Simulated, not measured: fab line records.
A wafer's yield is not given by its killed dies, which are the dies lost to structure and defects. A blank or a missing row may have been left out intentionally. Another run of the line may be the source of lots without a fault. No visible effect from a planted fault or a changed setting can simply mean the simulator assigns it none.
2 desks, one fault + flow gf180mcu + each desk holds nothing but its own numbers, with what lay behind them at the end

== AT THE TOOL OWNER'S DESK: pvdSputter-01 ==
The tool's own readings at GF_MIM_SPUTTER_03 (material Ti, target thk 10 nm, time 6.7 s): means of the sampled wafers that have a number, for each lot that ran on this tool. If a lot's mean is further than 4 standard deviations from the usual mean, the lot is out of limits and carries the mark OUT (the distance appears in the brackets).
Columns: A = cathodeDcPowerW at GF_MIM_SPUTTER_03, usual 3000.1 W; B = throttleValvePct at GF_MIM_SPUTTER_03, usual 30.1 %
| lot  | first seen here | A      | B    |
|------|-----------------|--------|------|
| L330 | day 25 17:44    | 3000.3 | 30.3 |
| L342 | day 30 06:29    | 3000.0 | 30.7 |
| L344 | day 30 08:35    | 3000.1 | 30.1 |
This desk found nothing out of limits on any of the 3 lots.

== AT THE METROLOGY DESK ==
Means of the sampled wafers that have a number, per lot and without regard to the tool the lot ran on: this is what the gauges read. If a lot's mean is further than 4 standard deviations from the usual mean, the lot is out of limits and carries the mark OUT (the distance appears in the brackets).
Columns: A = V4_W_RS at GF_V4_RS_MEAS_24, usual 0.324 ohm/sq; B = V4_W_THK at GF_V4_THK_MEAS_25, usual 368 nm
| lot  | first seen here | A     | B   |
|------|-----------------|-------|-----|
| L330 | day 25 17:06    | 0.323 | 366 |
| L332 | day 26 18:07    | 0.326 | 366 |
| L342 | day 30 05:19    | 0.322 | 372 |
| L344 | day 30 07:07    | 0.328 | 364 |
| L347 | day 31 04:46    | 0.324 | 368 |
| L348 | day 31 07:10    | 0.323 | 372 |
This desk found nothing out of limits on any of the 6 lots.

== ALL TOGETHER ==
The desk of the tool owner found nothing out of limits.
The metrology desk saw nothing out of limits.

== WHAT THE SIMULATOR HAD PUT IN ==
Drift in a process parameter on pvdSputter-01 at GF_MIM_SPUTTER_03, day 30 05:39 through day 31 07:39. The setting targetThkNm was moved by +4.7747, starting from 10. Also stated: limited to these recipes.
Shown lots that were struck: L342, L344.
